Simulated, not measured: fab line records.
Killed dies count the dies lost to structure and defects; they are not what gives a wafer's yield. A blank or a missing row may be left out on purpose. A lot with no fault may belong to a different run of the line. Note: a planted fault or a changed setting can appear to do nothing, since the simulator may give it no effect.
Chamber matching / flow gf180mcu / GF_V2_CMP_26 on cmp-01 has 4 sister chambers
The step polishes, stops on SiO2, t overpolish 15 s, target thk 0 nm. 8 wafers are shown with their chamber, then 12 later ones without.

## WAFERS, EACH WITH ITS CHAMBER
wafer=L080.4; chamber=2; motorCurrentA (A)=9.3; timeToEndpointS (s)=84
wafer=L083.4; chamber=2; motorCurrentA (A)=9.9; timeToEndpointS (s)=88
wafer=L086.1; chamber=3; motorCurrentA (A)=11.9; timeToEndpointS (s)=82
wafer=L086.4; chamber=1; motorCurrentA (A)=10.7; timeToEndpointS (s)=85
wafer=L086.5; chamber=0; motorCurrentA (A)=11.1; timeToEndpointS (s)=81
wafer=L088.1; chamber=0; motorCurrentA (A)=10.6; timeToEndpointS (s)=80
wafer=L088.4; chamber=1; motorCurrentA (A)=9.9; timeToEndpointS (s)=87
wafer=L088.6; chamber=3; motorCurrentA (A)=10.9; timeToEndpointS (s)=90

## WAFERS WITHOUT THEIR CHAMBER
wafer=L089.4; motorCurrentA (A)=9.3; timeToEndpointS (s)=89
wafer=L089.5; motorCurrentA (A)=12.4; timeToEndpointS (s)=86
wafer=L089.6; motorCurrentA (A)=10.6; timeToEndpointS (s)=83
wafer=L092.1; motorCurrentA (A)=11.2; timeToEndpointS (s)=77
wafer=L092.2; motorCurrentA (A)=9.5; timeToEndpointS (s)=84
wafer=L092.6; motorCurrentA (A)=10.4; timeToEndpointS (s)=82
wafer=L093.1; motorCurrentA (A)=9.5; timeToEndpointS (s)=85
wafer=L093.4; motorCurrentA (A)=10.1; timeToEndpointS (s)=84
wafer=L093.5; motorCurrentA (A)=9.8; timeToEndpointS (s)=81
wafer=L094.1; motorCurrentA (A)=12.1; timeToEndpointS (s)=88
wafer=L094.3; motorCurrentA (A)=11.2; timeToEndpointS (s)=82
wafer=L094.4; motorCurrentA (A)=9.9; timeToEndpointS (s)=89

## CHAMBER TAKEN BY EACH
wafer=L089.4; from the rows above=can't be placed: 2 or 1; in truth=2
wafer=L089.5; from the rows above=can't be placed: 3 or 0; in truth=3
wafer=L089.6; from the rows above=can't be placed: 0 or 1 or 3 or 2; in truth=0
wafer=L092.1; from the rows above=can't be placed: 0 or 3 or 1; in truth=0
wafer=L092.2; from the rows above=can't be placed: 2 or 1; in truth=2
wafer=L092.6; from the rows above=can't be placed: 0 or 1 or 2 or 3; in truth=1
wafer=L093.1; from the rows above=can't be placed: 2 or 1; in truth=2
wafer=L093.4; from the rows above=can't be placed: 1 or 2 or 0 or 3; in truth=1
wafer=L093.5; from the rows above=can't be placed: 2 or 1 or 0 or 3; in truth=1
wafer=L094.1; from the rows above=can't be placed: 3 or 0 or 1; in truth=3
wafer=L094.3; from the rows above=can't be placed: 0 or 3 or 1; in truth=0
wafer=L094.4; from the rows above=can't be placed: 2 or 1 or 3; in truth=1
Correct placement for 0 of the 12. Cannot be placed on the basis of these rows: 12; the candidates contain the true chamber in 12. Number placed wrongly: 0.
How it was worked out, from the rows above alone: a wafer's distance from a chamber is the root of the sum, over the readings, of the square of ((its reading less the chamber's mean) divided by the reading's scatter). If the next closest chamber is less than 2 further off than the closest, the wafer can't be placed; otherwise it belongs to the closest. For every chamber, the mean is computed from those of its wafers that are shown. The scatter: take each reading less its chamber's mean, square it, sum over the shown wafers, divide by the number of wafers less the number of chambers, and take the root.
